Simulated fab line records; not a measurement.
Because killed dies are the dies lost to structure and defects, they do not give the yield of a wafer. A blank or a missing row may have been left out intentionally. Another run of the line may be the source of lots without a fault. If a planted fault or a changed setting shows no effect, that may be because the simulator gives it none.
fab line records | flow sky130
[record] lots = 24 | wafers = 72 | last_day = 50
route steps=708 shown METAL1@439 VIA1@470 VIA3@576 CAP2M@616 METAL5@667
lots untouched by any fault: they come from a run of this same line in which no faults occurred
start_h: hours from the record's first day to the start of the lot's first wafer shown | wait_h: hours since the lot's step before | " as in the row above | L1.1+2: several wafers, shown together as one row | - no value present, or no start provided | * or withheld: withheld | < > ~ a bound
route shown NAME@n: names a module that has steps shown in the file, with the first one's number in the route | usual: average and standard deviation across the fault-free wafers | same: alike in all rows | chamber/n: place in a boat | sites: readings site by site | _std_site: how widely they spread, as a standard deviation | _edge_site: outer sites' mean less inner sites' | radius_mm: for every site, how far away it sits from the centre of the wafer | mask NAME#n: copy n | behind: tool/chamber where the wafer was last shaped | hold: cause of the lot's hold/its duration in hours/its outcome | device: the n, p or np transistor that did not switch | end of line: the route-end tests of the same wafers | a step with no rows: only its recipe | killed: the dies lost at the first sort to structure and to defects; this is not the yield of the wafer | map: shows each die of a wafer: x if killed, . if not, _ if none is there
set.NAME: the setting that was run; set.NAME@STEP: the one run at that earlier step | model.NAME: the simulator's own value behind a step, which no gauge read
a sample of lots followed through the steps of the route, with each step as a table and each wafer as a row
services: from which hour (start_h, from the record's first day; less than 0 if before it) a tool's chamber was out of use, for how many hours, and why
[[steps]]
[step SKY_METAL1_RS_MEAS_05]
[recipe] thk_meas_gauge = four-point-probe | reads = TiN_of_METAL1_SPUTTER_04+Ti_of_METAL1_SPUTTER_03+AlCu_of_METAL1_SPUTTER_02+TiN_of_METAL1_SPUTTER_01+Ti_of_METAL1_SPUTTER_00
[usual] METAL1_ALCU_RS = 0.1265/0.0017
lot.wafer | tool          | chamber | start_h | wait_h | METAL1_ALCU_RS[ohm/sq]
L074.1    | film_metro-03 | -       | 731.53  | 0.0    | 0.1220
L074.3    | "             | -       | "       | "      | 0.1249
L074.6    | "             | -       | "       | "      | 0.1236
L075.2    | film_metro-04 | -       | 737.52  | 0.0    | 0.1275
L075.3    | "             | -       | "       | "      | 0.1276
L075.6    | "             | -       | "       | "      | 0.1292
L076.2    | film_metro-03 | -       | 748.46  | 0.0    | 0.1302
L076.4    | "             | -       | "       | "      | 0.1254
L076.6    | "             | -       | "       | "      | 0.1298
L077.2    | film_metro-04 | -       | 761.19  | 0.0    | 0.1276
L077.4    | "             | -       | "       | "      | 0.1250
L077.6    | "             | -       | "       | "      | 0.1283
L078.2    | film_metro-02 | -       | 763.08  | 0.0    | 0.1286
L078.4    | "             | -       | "       | "      | 0.1284
L078.5    | "             | -       | "       | "      | 0.1280
L079.2    | film_metro-04 | -       | 776.72  | 0.0    | 0.1285
L079.3    | "             | -       | "       | "      | 0.1254
L079.6    | "             | -       | "       | "      | 0.1245
L080.2    | film_metro-03 | -       | 788.09  | 0.0    | 0.1279
L080.5    | "             | -       | "       | "      | 0.1262
L080.6    | "             | -       | "       | "      | 0.1245
L081.2    | film_metro-02 | -       | 792.34  | 0.0    | 0.1263
L081.3    | "             | -       | "       | "      | 0.1261
L081.6    | "             | -       | "       | "      | 0.1262
L082.1    | film_metro-03 | -       | 798.27  | 0.0    | 0.1293
L082.2    | "             | -       | "       | "      | 0.1284
L082.3    | "             | -       | "       | "      | 0.1277
L083.1    | film_metro-04 | -       | 809.67  | 0.0    | 0.1263
L083.2    | "             | -       | "       | "      | 0.1269
L083.6    | "             | -       | "       | "      | 0.1264
L084.1    | film_metro-02 | -       | 815.05  | 0.0    | 0.1263
L084.2    | "             | -       | "       | "      | 0.1249
L084.3    | "             | -       | "       | "      | 0.1249
L085.2    | film_metro-03 | -       | 819.32  | 0.0    | 0.1237
L085.3    | "             | -       | "       | "      | 0.1246
L085.6    | "             | -       | "       | "      | 0.1242
L086.2    | film_metro-04 | -       | 828.69  | 0.0    | 0.1257
L086.4    | "             | -       | "       | "      | 0.1275
L086.6    | "             | -       | "       | "      | 0.1259
L087.3    | film_metro-02 | -       | 838.91  | 0.1    | 0.1248
L087.5    | "             | -       | "       | "      | 0.1249
L087.6    | "             | -       | "       | "      | 0.1259
L088.1    | film_metro-04 | -       | 850.71  | 0.0    | 0.1289
L088.3    | "             | -       | "       | "      | 0.1260
L088.6    | "             | -       | "       | "      | 0.1284
L089.1    | film_metro-04 | -       | 860.35  | 0.0    | 0.1246
L089.3    | "             | -       | "       | "      | 0.1243
L089.5    | "             | -       | "       | "      | 0.1243
L090.3    | film_metro-02 | -       | 869.59  | 0.1    | 0.1264
L090.5    | "             | -       | "       | "      | 0.1252
L090.6    | "             | -       | "       | "      | 0.1262
L091.2    | film_metro-02 | -       | 882.35  | 0.0    | 0.1258
L091.3    | "             | -       | "       | "      | 0.1256
L091.5    | "             | -       | "       | "      | 0.1257
L092.2    | film_metro-02 | -       | 884.44  | 0.0    | 0.1281
L092.3    | "             | -       | "       | "      | 0.1269
L092.6    | "             | -       | "       | "      | 0.1231
L093.2    | film_metro-03 | -       | 889.56  | 0.0    | 0.1245
L093.5    | "             | -       | "       | "      | 0.1254
L093.6    | "             | -       | "       | "      | 0.1263
L094.1    | film_metro-04 | -       | 892.76  | 0.0    | 0.1251
L094.4    | "             | -       | "       | "      | 0.1281
L094.5    | "             | -       | "       | "      | 0.1279
L095.2    | film_metro-04 | -       | 898.97  | 0.0    | 0.1249
L095.4    | "             | -       | "       | "      | 0.1301
L095.5    | "             | -       | "       | "      | 0.1250
L097.1    | film_metro-03 | -       | 907.05  | 0.0    | 0.1249
L097.3    | "             | -       | "       | "      | 0.1276
L097.6    | "             | -       | "       | "      | 0.1287
L096.1    | film_metro-04 | -       | 910.11  | 0.0    | 0.1281
L096.5    | "             | -       | "       | "      | 0.1277
L096.6    | "             | -       | "       | "      | 0.1279
[step SKY_METAL1_OVL_MEAS_16]
[usual] METAL1_OVL = 1/5.2
lot.wafer | tool       | chamber | start_h | wait_h | METAL1_OVL[nm]
L074.1    | overlay-02 | -       | 758.69  | 0.1    | 1
L074.3    | "          | -       | "       | "      | 4
L074.6    | "          | -       | "       | "      | 7
L075.2    | overlay-02 | -       | 764.82  | 0.1    | -1
L075.3    | "          | -       | "       | "      | 1
L075.6    | "          | -       | "       | "      | -5
L076.2    | overlay-02 | -       | 775.50  | 0.1    | 3
L076.4    | "          | -       | "       | "      | -1
L076.6    | "          | -       | "       | "      | 2
L077.2    | overlay-01 | -       | 788.05  | 0.1    | 6
L077.4    | "          | -       | "       | "      | 3
L077.6    | "          | -       | "       | "      | 3
L078.2    | overlay-02 | -       | 789.82  | 0.1    | 6
L078.4    | "          | -       | "       | "      | 4
L078.5    | "          | -       | "       | "      | 7
L079.2    | overlay-02 | -       | 803.30  | 0.1    | -8
L079.3    | "          | -       | "       | "      | -4
L079.6    | "          | -       | "       | "      | -4
L080.2    | overlay-01 | -       | 814.67  | 0.1    | 6
L080.5    | "          | -       | "       | "      | 7
L080.6    | "          | -       | "       | "      | 4
L081.2    | overlay-02 | -       | 818.10  | 0.1    | -9
L081.3    | "          | -       | "       | "      | -9
L081.6    | "          | -       | "       | "      | -6
L082.1    | overlay-01 | -       | 824.74  | 0.1    | 8
L082.2    | "          | -       | "       | "      | 8
L082.3    | "          | -       | "       | "      | 0
L083.1    | overlay-02 | -       | 836.44  | 0.1    | -6
L083.2    | "          | -       | "       | "      | -3
L083.6    | "          | -       | "       | "      | -8
L084.1    | overlay-01 | -       | 841.29  | 0.1    | 0
L084.2    | "          | -       | "       | "      | -3
L084.3    | "          | -       | "       | "      | -2
L085.2    | overlay-02 | -       | 845.65  | 0.1    | 1
L085.3    | "          | -       | "       | "      | -6
L085.6    | "          | -       | "       | "      | 0
L086.2    | overlay-01 | -       | 854.90  | 0.1    | -8
L086.4    | "          | -       | "       | "      | -6
L086.6    | "          | -       | "       | "      | -8
L087.3    | overlay-01 | -       | 865.06  | 0.1    | 1
L087.5    | "          | -       | "       | "      | -3
L087.6    | "          | -       | "       | "      | 9
L088.1    | overlay-01 | -       | 876.69  | 0.1    | 0
L088.3    | "          | -       | "       | "      | 4
L088.6    | "          | -       | "       | "      | 4
L089.1    | overlay-01 | -       | 886.12  | 0.1    | -1
L089.3    | "          | -       | "       | "      | 1
L089.5    | "          | -       | "       | "      | 4
L090.3    | overlay-02 | -       | 895.31  | 0.1    | 5
L090.5    | "          | -       | "       | "      | 7
L090.6    | "          | -       | "       | "      | 9
L091.2    | overlay-01 | -       | 908.10  | 0.1    | 0
L091.3    | "          | -       | "       | "      | 4
L091.5    | "          | -       | "       | "      | 2
L092.2    | overlay-02 | -       | 910.37  | 0.1    | 0
L092.3    | "          | -       | "       | "      | -6
L092.6    | "          | -       | "       | "      | -4
L093.2    | overlay-01 | -       | 915.35  | 0.1    | 6
L093.5    | "          | -       | "       | "      | 6
L093.6    | "          | -       | "       | "      | 4
L094.1    | overlay-02 | -       | 918.12  | 0.1    | -1
L094.4    | "          | -       | "       | "      | -5
L094.5    | "          | -       | "       | "      | 0
L095.2    | overlay-02 | -       | 924.17  | 0.1    | 9
L095.4    | "          | -       | "       | "      | 7
L095.5    | "          | -       | "       | "      | 2
L097.1    | overlay-02 | -       | 932.19  | 0.1    | -3
L097.3    | "          | -       | "       | "      | 6
L097.6    | "          | -       | "       | "      | 1
L096.1    | overlay-01 | -       | 934.64  | 0.1    | 8
L096.5    | "          | -       | "       | "      | 6
L096.6    | "          | -       | "       | "      | -1
[step SKY_VIA1_CD_MEAS_12]
[recipe] target_cd_nm = 150
[usual] cd_nm = 149.6/1.7
lot.wafer | tool      | chamber | start_h | wait_h | cd_nm
L074.1    | cd_sem-02 | -       | 786.37  | -      | 149.2
L074.3    | "         | -       | "       | "      | 148.0
L074.6    | "         | -       | "       | "      | 147.9
L075.2    | cd_sem-01 | -       | 792.37  | -      | 149.8
L075.3    | "         | -       | "       | "      | 149.2
L075.6    | "         | -       | "       | "      | 150.0
L076.2    | cd_sem-02 | -       | 803.27  | -      | 148.7
L076.4    | "         | -       | "       | "      | 150.1
L076.6    | "         | -       | "       | "      | 150.7
L077.2    | cd_sem-02 | -       | 816.04  | -      | 150.5
L077.4    | "         | -       | "       | "      | 150.5
L077.6    | "         | -       | "       | "      | 151.6
L078.2    | cd_sem-02 | -       | 817.26  | -      | 148.6
L078.4    | "         | -       | "       | "      | 149.5
L078.5    | "         | -       | "       | "      | 147.4
L079.2    | cd_sem-01 | -       | 830.67  | -      | 151.3
L079.3    | "         | -       | "       | "      | 151.4
L079.6    | "         | -       | "       | "      | 148.6
L080.2    | cd_sem-01 | -       | 842.41  | -      | 150.3
L080.5    | "         | -       | "       | "      | 150.1
L080.6    | "         | -       | "       | "      | 151.5
L081.2    | cd_sem-01 | -       | 845.89  | -      | 149.4
L081.3    | "         | -       | "       | "      | 147.9
L081.6    | "         | -       | "       | "      | 149.1
L082.1    | cd_sem-01 | -       | 852.75  | -      | 148.5
L082.2    | "         | -       | "       | "      | 148.1
L082.3    | "         | -       | "       | "      | 147.2
L083.1    | cd_sem-01 | -       | 863.44  | -      | 153.9
L083.2    | "         | -       | "       | "      | 153.5
L083.6    | "         | -       | "       | "      | 151.1
L084.1    | cd_sem-01 | -       | 868.82  | -      | 148.2
L084.2    | "         | -       | "       | "      | 148.8
L084.3    | "         | -       | "       | "      | 147.4
L085.2    | cd_sem-01 | -       | 872.09  | -      | 148.3
L085.3    | "         | -       | "       | "      | 147.7
L085.6    | "         | -       | "       | "      | 148.8
L086.2    | cd_sem-01 | -       | 882.24  | -      | 145.5
L086.4    | "         | -       | "       | "      | 145.5
L086.6    | "         | -       | "       | "      | 145.5
L087.3    | cd_sem-01 | -       | 892.43  | -      | 148.4
L087.5    | "         | -       | "       | "      | 149.4
L087.6    | "         | -       | "       | "      | 147.6
L088.1    | cd_sem-01 | -       | 903.79  | -      | 153.3
L088.3    | "         | -       | "       | "      | 152.6
L088.6    | "         | -       | "       | "      | 150.9
L089.1    | cd_sem-01 | -       | 912.75  | -      | 148.4
L089.3    | "         | -       | "       | "      | 147.9
L089.5    | "         | -       | "       | "      | 149.2
L090.3    | cd_sem-02 | -       | 921.38  | -      | 151.5
L090.5    | "         | -       | "       | "      | 152.6
L090.6    | "         | -       | "       | "      | 151.8
L091.2    | cd_sem-01 | -       | 934.89  | -      | 150.3
L091.3    | "         | -       | "       | "      | 150.4
L091.5    | "         | -       | "       | "      | 148.8
L092.2    | cd_sem-01 | -       | 936.39  | -      | 147.9
L092.3    | "         | -       | "       | "      | 147.1
L092.6    | "         | -       | "       | "      | 149.0
L093.2    | cd_sem-01 | -       | 941.81  | -      | 154.3
L093.5    | "         | -       | "       | "      | 153.1
L093.6    | "         | -       | "       | "      | 151.3
L094.1    | cd_sem-01 | -       | 943.99  | -      | 151.3
L094.4    | "         | -       | "       | "      | 149.8
L094.5    | "         | -       | "       | "      | 150.3
L095.2    | cd_sem-02 | -       | 949.96  | -      | 149.7
L095.4    | "         | -       | "       | "      | 149.3
L095.5    | "         | -       | "       | "      | 152.1
L097.1    | cd_sem-02 | -       | 957.50  | -      | 148.4
L097.3    | "         | -       | "       | "      | 148.6
L097.6    | "         | -       | "       | "      | 150.6
L096.1    | cd_sem-01 | -       | 959.89  | -      | 150.3
L096.5    | "         | -       | "       | "      | 149.8
L096.6    | "         | -       | "       | "      | 149.3
[step SKY_VIA3_BOW_MEAS_03]
[recipe] mode = bow
[usual] VIA3_BOW = 77/8.3
lot.wafer | tool          | chamber | start_h | wait_h | VIA3_BOW[um]
L074.1    | film_metro-01 | -       | 898.16  | 0.2    | 73
L074.3    | "             | -       | "       | "      | 81
L074.6    | "             | -       | "       | "      | 64
L075.2    | film_metro-01 | -       | 904.75  | 0.2    | 74
L075.3    | "             | -       | "       | "      | 79
L075.6    | "             | -       | "       | "      | 78
L076.2    | film_metro-01 | -       | 913.47  | 0.3    | 89
L076.4    | "             | -       | "       | "      | 102
L076.6    | "             | -       | "       | "      | 92
L077.2    | film_metro-02 | -       | 925.63  | 0.1    | 98
L077.4    | "             | -       | "       | "      | 84
L077.6    | "             | -       | "       | "      | 88
L078.2    | film_metro-02 | -       | 926.59  | 0.3    | 92
L078.4    | "             | -       | "       | "      | 80
L078.5    | "             | -       | "       | "      | 77
L079.2    | film_metro-03 | -       | 939.29  | 0.1    | 75
L079.3    | "             | -       | "       | "      | 73
L079.6    | "             | -       | "       | "      | 77
L080.2    | film_metro-03 | -       | 950.07  | 0.2    | 76
L080.5    | "             | -       | "       | "      | 74
L080.6    | "             | -       | "       | "      | 78
L081.2    | film_metro-02 | -       | 953.34  | 0.2    | 82
L081.3    | "             | -       | "       | "      | 83
L081.6    | "             | -       | "       | "      | 77
L082.1    | film_metro-03 | -       | 960.46  | 0.2    | 85
L082.2    | "             | -       | "       | "      | 75
L082.3    | "             | -       | "       | "      | 89
L083.1    | film_metro-01 | -       | 969.14  | 0.1    | 75
L083.2    | "             | -       | "       | "      | 72
L083.6    | "             | -       | "       | "      | 80
L084.1    | film_metro-03 | -       | 976.05  | 0.2    | 69
L084.2    | "             | -       | "       | "      | 89
L084.3    | "             | -       | "       | "      | 79
L085.2    | film_metro-01 | -       | 977.72  | 0.2    | 73
L085.3    | "             | -       | "       | "      | 72
L085.6    | "             | -       | "       | "      | 65
L086.2    | film_metro-02 | -       | 987.71  | 0.2    | 72
L086.4    | "             | -       | "       | "      | 78
L086.6    | "             | -       | "       | "      | 75
L087.3    | film_metro-01 | -       | 997.38  | 0.1    | 74
L087.5    | "             | -       | "       | "      | 79
L087.6    | "             | -       | "       | "      | 69
L088.1    | film_metro-02 | -       | 1008.01 | 0.2    | 80
L088.3    | "             | -       | "       | "      | 88
L088.6    | "             | -       | "       | "      | 82
L089.1    | film_metro-02 | -       | 1016.24 | 0.2    | 71
L089.3    | "             | -       | "       | "      | 79
L089.5    | "             | -       | "       | "      | 86
L090.3    | film_metro-02 | -       | 1022.96 | 0.2    | 79
L090.5    | "             | -       | "       | "      | 71
L090.6    | "             | -       | "       | "      | 72
L091.2    | film_metro-02 | -       | 1035.69 | 0.3    | 85
L091.3    | "             | -       | "       | "      | 92
L091.5    | "             | -       | "       | "      | 76
L092.2    | film_metro-02 | -       | 1037.52 | 0.2    | 79
L092.3    | "             | -       | "       | "      | 76
L092.6    | "             | -       | "       | "      | 88
L093.2    | film_metro-01 | -       | 1043.05 | 0.1    | 80
L093.5    | "             | -       | "       | "      | 75
L093.6    | "             | -       | "       | "      | 82
L094.1    | film_metro-01 | -       | 1043.73 | 0.2    | 59
L094.4    | "             | -       | "       | "      | 73
L094.5    | "             | -       | "       | "      | 61
L095.2    | film_metro-02 | -       | 1049.67 | 0.3    | 70
L095.4    | "             | -       | "       | "      | 72
L095.5    | "             | -       | "       | "      | 61
L097.1    | film_metro-01 | -       | 1055.98 | 0.1    | 72
L097.3    | "             | -       | "       | "      | 80
L097.6    | "             | -       | "       | "      | 87
L096.1    | film_metro-03 | -       | 1058.41 | 0.2    | 75
L096.5    | "             | -       | "       | "      | 70
L096.6    | "             | -       | "       | "      | 67
[step SKY_CAP2M_METAL_ETCH_13]
[recipe] target_depth_nm = 220 | stop_on = SiO2 | chemistry = Cl2/BCl3 | target = TiN | pressure_mtorr = 10 | icp_w = 900 | bias_w = 48.5 | Cl2_flow_sccm = 60 | bcl3_flow_sccm = 30 | time_s = 62.9
[usual] drypump_motor_current_A = 5.6/0.48 | oes_product_au = 0.941/0.0076 | throttle_valve_pct = 21.901/0.0096
lot.wafer | tool         | chamber | start_h | wait_h | drypump_motor_current_A | oes_product_au | rf_hours_counter_h | throttle_valve_pct
L074.1    | rie_metal-01 | 0       | 949.28  | 0.0    | 6.4                     | 0.931          | 3                  | 21.908
L074.3    | "            | 0       | "       | "      | 6.4                     | 0.955          | -                  | 21.887
L074.6    | "            | 0       | "       | "      | 6.4                     | 0.936          | -                  | 21.916
L075.2    | rie_metal-01 | 0       | 956.43  | 0.0    | 6.4                     | 0.938          | 3                  | 21.903
L075.3    | "            | 1       | "       | "      | 5.2                     | 0.926          | -                  | 21.905
L075.6    | "            | 1       | "       | "      | 5.2                     | 0.941          | -                  | 21.901
L076.2    | rie_metal-03 | 0       | 965.13  | 0.0    | 5.7                     | 0.940          | 3                  | 21.904
L076.4    | "            | 0       | "       | "      | 5.7                     | 0.936          | -                  | 21.890
L076.6    | "            | 1       | "       | "      | 6.0                     | 0.946          | -                  | 21.887
L077.2    | rie_metal-04 | 1       | 975.58  | 0.0    | 4.9                     | 0.945          | 11                 | 21.895
L077.4    | "            | 0       | "       | "      | 5.5                     | 0.943          | -                  | 21.896
L077.6    | "            | 1       | "       | "      | 4.9                     | 0.955          | -                  | 21.899
L078.2    | rie_metal-03 | 1       | 976.21  | 0.0    | 6.0                     | 0.948          | 16                 | 21.887
L078.4    | "            | 0       | "       | "      | 5.7                     | 0.959          | -                  | 21.891
L078.5    | "            | 0       | "       | "      | 5.7                     | 0.942          | -                  | 21.907
L079.2    | rie_metal-03 | 0       | 988.64  | 0.0    | 5.7                     | 0.936          | 4                  | 21.911
L079.3    | "            | 0       | "       | "      | 5.7                     | 0.937          | -                  | 21.885
L079.6    | "            | 1       | "       | "      | 6.0                     | 0.921          | -                  | 21.898
L080.2    | rie_metal-03 | 1       | 999.39  | 0.0    | 6.0                     | 0.941          | 17                 | 21.884
L080.5    | "            | 1       | "       | "      | 6.0                     | 0.938          | -                  | 21.893
L080.6    | "            | 0       | "       | "      | 5.7                     | 0.944          | -                  | 21.895
L081.2    | rie_metal-04 | 0       | 1001.79 | 0.0    | 5.5                     | 0.960          | 17                 | 21.899
L081.3    | "            | 1       | "       | "      | 4.9                     | 0.947          | -                  | 21.910
L081.6    | "            | 0       | "       | "      | 5.5                     | 0.958          | -                  | 21.885
L082.1    | rie_metal-03 | 1       | 1009.19 | 0.0    | 6.0                     | 0.948          | 17                 | 21.911
L082.2    | "            | 0       | "       | "      | 5.7                     | 0.949          | 5                  | 21.895
L082.3    | "            | 1       | "       | "      | 6.0                     | 0.940          | -                  | 21.894
L083.1    | rie_metal-03 | 1       | 1017.61 | 0.0    | 6.0                     | 0.930          | 18                 | 21.910
L083.2    | "            | 0       | "       | "      | 5.7                     | 0.926          | 6                  | 21.905
L083.6    | "            | 1       | "       | "      | 5.9                     | 0.935          | -                  | 21.917
L084.1    | rie_metal-04 | 0       | 1024.44 | 0.0    | 5.5                     | 0.941          | 18                 | 21.900
L084.2    | "            | 1       | "       | "      | 4.9                     | 0.942          | 14                 | 21.891
L084.3    | "            | 1       | "       | "      | 4.9                     | 0.939          | -                  | 21.903
L085.2    | rie_metal-04 | 1       | 1026.21 | 0.0    | 4.9                     | 0.937          | 14                 | 21.891
L085.3    | "            | 1       | "       | "      | 4.9                     | 0.934          | -                  | 21.890
L085.6    | "            | 1       | "       | "      | 4.9                     | 0.942          | -                  | 21.891
L086.2    | rie_metal-04 | 0       | 1034.78 | 0.0    | 5.5                     | 0.938          | 19                 | 21.918
L086.4    | "            | 1       | "       | "      | 4.9                     | 0.934          | -                  | 21.907
L086.6    | "            | 0       | "       | "      | 5.5                     | 0.938          | -                  | 21.909
L087.3    | rie_metal-03 | 0       | 1044.31 | 0.0    | 5.7                     | 0.945          | -                  | 21.907
L087.5    | "            | 1       | "       | "      | 6.0                     | 0.950          | -                  | 21.891
L087.6    | "            | 0       | "       | "      | 5.7                     | 0.942          | -                  | 21.908
L088.1    | rie_metal-01 | 1       | 1054.78 | 0.0    | 5.3                     | 0.931          | 20                 | 21.911
L088.3    | "            | 1       | "       | "      | 5.3                     | 0.935          | -                  | 21.904
L088.6    | "            | 0       | "       | "      | 6.4                     | 0.927          | -                  | 21.889
L089.1    | rie_metal-01 | 0       | 1061.48 | 0.0    | 6.4                     | 0.937          | 9                  | 21.894
L089.3    | "            | 1       | "       | "      | 5.3                     | 0.942          | -                  | 21.893
L089.5    | "            | 0       | "       | "      | 6.4                     | 0.951          | -                  | 21.907
L090.3    | rie_metal-04 | 0       | 1069.16 | 0.0    | 5.5                     | 0.938          | -                  | 21.899
L090.5    | "            | 1       | "       | "      | 4.9                     | 0.931          | -                  | 21.923
L090.6    | "            | 0       | "       | "      | 5.5                     | 0.934          | -                  | 21.902
L091.2    | rie_metal-01 | 0       | 1081.08 | 0.0    | 6.4                     | 0.943          | 10                 | 21.912
L091.3    | "            | 0       | "       | "      | 6.4                     | 0.936          | -                  | 21.901
L091.5    | "            | 1       | "       | "      | 5.3                     | 0.932          | -                  | 21.899
L092.2    | rie_metal-01 | 1       | 1082.01 | 0.0    | 5.3                     | 0.947          | 22                 | 21.888
L092.3    | "            | 0       | "       | "      | 6.3                     | 0.943          | -                  | 21.897
L092.6    | "            | 1       | "       | "      | 5.3                     | 0.944          | -                  | 21.893
L093.2    | rie_metal-01 | 1       | 1086.99 | 0.0    | 5.3                     | 0.944          | 22                 | 21.886
L093.5    | "            | 0       | "       | "      | 6.4                     | 0.956          | -                  | 21.892
L093.6    | "            | 1       | "       | "      | 5.3                     | 0.936          | -                  | 21.909
L094.1    | rie_metal-03 | 0       | 1087.46 | 0.0    | 5.7                     | 0.930          | 12                 | 21.913
L094.4    | "            | 0       | "       | "      | 5.7                     | 0.934          | -                  | 21.921
L094.5    | "            | 0       | "       | "      | 5.7                     | 0.932          | -                  | 21.906
L095.2    | rie_metal-01 | 1       | 1094.18 | 0.0    | 5.2                     | 0.944          | 23                 | 21.909
L095.4    | "            | 0       | "       | "      | 6.4                     | 0.942          | -                  | 21.914
L095.5    | "            | 0       | "       | "      | 6.4                     | 0.957          | -                  | 21.898
L097.1    | rie_metal-04 | 1       | 1099.49 | 0.0    | 4.9                     | 0.937          | 19                 | 21.901
L097.3    | "            | 0       | "       | "      | 5.5                     | 0.941          | -                  | 21.912
L097.6    | "            | 1       | "       | "      | 4.9                     | 0.937          | -                  | 21.901
L096.1    | rie_metal-01 | 1       | 1101.61 | 0.0    | 5.3                     | 0.954          | 23                 | 21.903
L096.5    | "            | 0       | "       | "      | 6.4                     | 0.937          | -                  | 21.882
L096.6    | "            | 1       | "       | "      | 5.3                     | 0.937          | -                  | 21.902
[step SKY_METAL5_THK_MEAS_06]
[recipe] thk_meas_gauge = xrf | reads = AlCu_of_METAL5_SPUTTER_02
[usual] METAL5_ALCU_THK = 1152/14
lot.wafer | tool          | chamber | start_h | wait_h | METAL5_ALCU_THK[nm]
L074.1    | film_metro-04 | -       | 1000.39 | 0.1    | 1160
L074.3    | "             | -       | "       | "      | 1140
L074.6    | "             | -       | "       | "      | 1145
L075.2    | film_metro-04 | -       | 1006.72 | 0.1    | 1179
L075.3    | "             | -       | "       | "      | 1163
L075.6    | "             | -       | "       | "      | 1168
L076.2    | film_metro-02 | -       | 1016.59 | 0.1    | 1127
L076.4    | "             | -       | "       | "      | 1137
L076.6    | "             | -       | "       | "      | 1122
L077.2    | film_metro-02 | -       | 1024.76 | 0.1    | 1133
L077.4    | "             | -       | "       | "      | 1138
L077.6    | "             | -       | "       | "      | 1134
L078.2    | film_metro-02 | -       | 1026.43 | 0.1    | 1155
L078.4    | "             | -       | "       | "      | 1140
L078.5    | "             | -       | "       | "      | 1170
L079.2    | film_metro-02 | -       | 1038.54 | 0.1    | 1150
L079.3    | "             | -       | "       | "      | 1150
L079.6    | "             | -       | "       | "      | 1192
L080.2    | film_metro-02 | -       | 1048.71 | 0.1    | 1137
L080.5    | "             | -       | "       | "      | 1150
L080.6    | "             | -       | "       | "      | 1150
L081.2    | film_metro-02 | -       | 1050.44 | 0.1    | 1175
L081.3    | "             | -       | "       | "      | 1157
L081.6    | "             | -       | "       | "      | 1178
L082.1    | film_metro-04 | -       | 1057.32 | 0.1    | 1141
L082.2    | "             | -       | "       | "      | 1170
L082.3    | "             | -       | "       | "      | 1133
L083.1    | film_metro-02 | -       | 1065.12 | 0.1    | 1150
L083.2    | "             | -       | "       | "      | 1151
L083.6    | "             | -       | "       | "      | 1144
L084.1    | film_metro-04 | -       | 1071.54 | 0.1    | 1160
L084.2    | "             | -       | "       | "      | 1136
L084.3    | "             | -       | "       | "      | 1155
L085.2    | film_metro-04 | -       | 1073.32 | 0.1    | 1163
L085.3    | "             | -       | "       | "      | 1154
L085.6    | "             | -       | "       | "      | 1163
L086.2    | film_metro-02 | -       | 1081.90 | 0.1    | 1128
L086.4    | "             | -       | "       | "      | 1145
L086.6    | "             | -       | "       | "      | 1131
L087.3    | film_metro-04 | -       | 1090.25 | 0.1    | 1127
L087.5    | "             | -       | "       | "      | 1156
L087.6    | "             | -       | "       | "      | 1130
L088.1    | film_metro-03 | -       | 1100.62 | 0.1    | 1152
L088.3    | "             | -       | "       | "      | 1171
L088.6    | "             | -       | "       | "      | 1147
L089.1    | film_metro-04 | -       | 1105.77 | 0.1    | 1172
L089.3    | "             | -       | "       | "      | 1156
L089.5    | "             | -       | "       | "      | 1161
L090.3    | film_metro-03 | -       | 1114.66 | 0.1    | 1151
L090.5    | "             | -       | "       | "      | 1157
L090.6    | "             | -       | "       | "      | 1154
L091.2    | film_metro-03 | -       | 1125.14 | 0.1    | 1164
L091.3    | "             | -       | "       | "      | 1152
L091.5    | "             | -       | "       | "      | 1148
L092.2    | film_metro-04 | -       | 1126.24 | 0.1    | 1142
L092.3    | "             | -       | "       | "      | 1161
L092.6    | "             | -       | "       | "      | 1151
L093.2    | film_metro-04 | -       | 1130.22 | 0.1    | 1180
L093.5    | "             | -       | "       | "      | 1168
L093.6    | "             | -       | "       | "      | 1154
L094.1    | film_metro-03 | -       | 1131.34 | 0.1    | 1131
L094.4    | "             | -       | "       | "      | 1149
L094.5    | "             | -       | "       | "      | 1149
L095.2    | film_metro-04 | -       | 1137.78 | 0.1    | 1176
L095.4    | "             | -       | "       | "      | 1142
L095.5    | "             | -       | "       | "      | 1177
L097.1    | film_metro-04 | -       | 1142.41 | 0.1    | 1177
L097.3    | "             | -       | "       | "      | 1143
L097.6    | "             | -       | "       | "      | 1183
L096.1    | film_metro-02 | -       | 1143.63 | 0.1    | 1166
L096.5    | "             | -       | "       | "      | 1152
L096.6    | "             | -       | "       | "      | 1166
[[services]]
tool         | chamber | start_h | hours | kind
rie_metal-01 | -       | 965.96  | 0.9   | repair
rie_metal-03 | 1       | 969.11  | 5.6   | repair
rie_metal-01 | 0       | 1011.47 | 2.8   | repair
rie_metal-03 | 1       | 1027.71 | 3.4   | repair
rie_metal-04 | -       | 1076.69 | 2.8   | pm
rie_metal-03 | -       | 1082.10 | 1.4   | pm
rie_metal-03 | 1       | 1084.03 | -     | clean
rie_metal-03 | 1       | 1084.03 | 16.3  | scheduled_down
rie_metal-03 | 1       | 1084.03 | 16.3  | vent_cycle
[[key]]
fault none
